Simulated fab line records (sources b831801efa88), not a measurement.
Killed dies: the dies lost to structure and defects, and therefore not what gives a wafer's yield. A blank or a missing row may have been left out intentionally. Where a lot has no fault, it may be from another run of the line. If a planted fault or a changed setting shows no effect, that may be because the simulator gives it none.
Matching of chambers || flow sky130 || cmp-02 running SKY_VIA4_CMP_21: 4 sister chambers
The step polishes, stops on SiO2, t overpolish 25 s, target thk 0 nm. 4 wafers are shown with their chamber, then 7 later ones without.

## WAFERS, EACH WITH ITS CHAMBER
{"wafer": "L421.1", "chamber": 1, "motor current A (A)": 12.2}
{"wafer": "L422.4", "chamber": 3, "motor current A (A)": 9.4}
{"wafer": "L422.6", "chamber": 0, "motor current A (A)": 11.7}
{"wafer": "L431.5", "chamber": 2, "motor current A (A)": 11.1}

## WAFERS WHOSE CHAMBER IS MISSING
{"wafer": "L431.6", "motor current A (A)": 9.1}
{"wafer": "L433.1", "motor current A (A)": 11.6}
{"wafer": "L433.3", "motor current A (A)": 11.5}
{"wafer": "L433.5", "motor current A (A)": 12.2}
{"wafer": "L438.2", "motor current A (A)": 11.6}
{"wafer": "L438.4", "motor current A (A)": 11.6}
{"wafer": "L438.5", "motor current A (A)": 11.9}

## EACH ONE'S CHAMBER
{"wafer": "L431.6", "from the rows above": 3, "in truth": 3}
{"wafer": "L433.1", "from the rows above": 0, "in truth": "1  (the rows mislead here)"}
{"wafer": "L433.3", "from the rows above": "can't be placed: 0 or 2", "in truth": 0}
{"wafer": "L433.5", "from the rows above": 1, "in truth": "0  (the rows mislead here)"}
{"wafer": "L438.2", "from the rows above": 0, "in truth": 0}
{"wafer": "L438.4", "from the rows above": 0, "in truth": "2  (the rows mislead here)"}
{"wafer": "L438.5", "from the rows above": "can't be placed: 0 or 1", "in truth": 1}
Correct placement for 2 of the 7. Not placeable from these rows: 2 (in 2, the candidates include the true chamber). Placed wrongly: 3.
How it was worked out, from the rows above alone: a wafer's distance from a chamber is the root of the sum, over the readings, of the square of ((its reading less the chamber's mean) divided by the reading's scatter). The wafer belongs to the nearest chamber; if the next one is less than 2 further off, it can't be placed. For every chamber, the mean is computed from those of its wafers that are shown. The scatter (one wafer shown for each chamber): square how far every hidden wafer sits from the nearest shown wafer, average those squares and take the square root.
